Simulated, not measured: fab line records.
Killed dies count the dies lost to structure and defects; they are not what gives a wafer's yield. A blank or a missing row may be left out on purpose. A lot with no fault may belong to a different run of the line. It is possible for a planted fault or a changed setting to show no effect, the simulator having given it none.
Struck lot and sound lot, side by side -- flow sky130 -- 18 steps out of a route of 708
Sound: wafers L502.1, L502.2, L502.3. Struck: wafers L513.1, L513.5. At the end, the cause is stated.
Order at every step that has rows: each side's tool, ch and its chambers, its first start. Under that, the readings that differ: sound wafers -- struck wafers -- difference of the means -- sigmas: that difference in standard deviations of wafers without a fault.
alike: readings with means less than 2 such deviations apart, plus words and numbers identical on both sides. not compared: withheld readings, readings lacking a value on some wafer, bounds such as >300 that could conceal the same value, and numbers that have no deviation in the record and whose values overlap.
Wherever a step has rows on one side only, a row that says differs or no value, or a row with sigmas, the two part there. When numbers do not overlap yet have no deviation, they are printed without sigmas and do not part them. Lack of a reading on every wafer of one side parts them only where that side has two or more wafers.

first, 3 steps without rows for these wafers: SKY_VIA1_EXPOSE_09 (exposes mask VIM, target cd 150 nm); SKY_VIA1_PEB_10; SKY_VIA1_DEVELOP_11 (develop time 60 s).
SKY_VIA1_CD_MEAS_12 targets a cd of 150 nm.
  struck on cd-sem-01, day 39 04:43; sound on cd-sem-02, day 35 18:55
  alike: cd-nm
SKY_VIA1_OVL_MEAS_13:
  struck on overlay-01, day 39 04:50; sound on overlay-01, day 35 19:02
reading,sound,struck,difference,sigmas
VIA1_OVL (nm),6 2 3,-9 -6,-11,-2
SKY_VIA1_ETCH_14: etches BARC in N2/H2, stops on SiO2, time 45.9 s, target depth 60 nm.
  sound on rie-diel-04 ch 1,2,3, day 35 19:04; struck on rie-diel-03 ch 0,2, day 39 04:53
reading,sound,struck,difference,sigmas
oes-product-au (a.u.),0.850 0.848 0.855,0.859 0.868,+0.012,+2
  alike: drypump-motor-current-A, throttle-valve-pct
  not compared: rf-hours-counter-h
SKY_VIA1_ETCH_15: etches SiO2 in C4F8/O2/Ar, stops on TiN, target depth 351 nm, time 54 s.
  sound on rie-diel-04 ch 1,2,3, day 35 19:07; struck on rie-diel-03 ch 0,2, day 39 04:55
  alike: oes-product-au
  not compared: rf-hours-counter-h
SKY_VIA1_STRIP_16: strips in O2/N2.
  sound on plasma-asher-01 ch 0,1, day 35 19:09; struck on plasma-asher-03 ch 0,1, day 39 04:58
  alike: drypump-motor-current-A, oes-product-au, strip-time-to-endpoint-s
  not compared: rf-hours-counter-h
then, 3 steps without rows for these wafers: SKY_VIA1_STRIP_17 (strips in post etch residue remover, time 1200 s); SKY_VIA1_CLEAN_18 (cleans in IPA, time 180 s); SKY_VIA1_CLEAN_19 (cleans in O3/DIW).
SKY_VIA1_SPUTTER_20: material TiN, target thk 20 nm, time 80 s.
  struck on pvd-sputter-02, day 39 05:34; sound on pvd-sputter-01, day 35 19:47
reading,sound,struck,difference,sigmas
throttle-valve-pct (%),31.4 31.0 31.1,28.4 29.5,-2.2,-2
SKY_VIA1_CVD_21: deposits W, target thk 270 nm, time 80.902 s.
  sound on cvd-w-02 ch 0,1, day 35 19:51; struck on cvd-w-01 ch 0, day 39 05:37
reading,sound,struck,difference,sigmas
model.W_of_VIA1_CVD_21.thk-nm (nm),270.6 270.1 271.7,347.8 344.9,+75.6,
  alike: chamber-pressure-Torr, heater-power-w
SKY_VIA1_RS_MEAS_22: uses a four-point probe to measure.
  struck on film-metro-02, day 39 06:00; sound on film-metro-04, day 35 19:56
reading,sound,struck,difference,sigmas
VIA1_W_RS (ohm/sq),0.426 0.426 0.424,0.330 0.333,-0.094,-14
  not compared: hold
SKY_VIA1_THK_MEAS_23: measures by xrf.
  struck on film-metro-02, day 39 09:04; sound on film-metro-04, day 35 20:04
reading,sound,struck,difference,sigmas
VIA1_W_THK (nm),280 277 281,361 358,+80,+18
  not compared: hold
SKY_VIA1_CMP_24: polishes, stops on SiO2, t overpolish 15 s, target thk 0 nm.
  sound on cmp-02 ch 1,2,3, day 35 20:07; struck on cmp-02 ch 0,1, day 39 12:47
reading,sound,struck,difference,sigmas
hold,- - -,await-dispo/3.6h/release await-dispo/3.6h/release,no value on the sound wafers,
time-to-endpoint-s (s),74 72 66,84 81,+12,+3
  alike: motor-current-A
SKY_METAL2_SPUTTER_00: material Ti, target thk 15 nm, time 10 s.
  struck on pvd-sputter-04, day 39 13:02; sound on pvd-sputter-04, day 35 20:25
  alike: throttle-valve-pct
SKY_PAD_OPEN_PROBE_99:
  sound wafers here have rows in the record (prober-01, day 47 12:49); struck ones have none

== WHERE THEY PART ==
At SKY_VIA1_OVL_MEAS_13 first; at SKY_PAD_OPEN_PROBE_99 last (within this record only).

WHY: whatever the simulator had introduced
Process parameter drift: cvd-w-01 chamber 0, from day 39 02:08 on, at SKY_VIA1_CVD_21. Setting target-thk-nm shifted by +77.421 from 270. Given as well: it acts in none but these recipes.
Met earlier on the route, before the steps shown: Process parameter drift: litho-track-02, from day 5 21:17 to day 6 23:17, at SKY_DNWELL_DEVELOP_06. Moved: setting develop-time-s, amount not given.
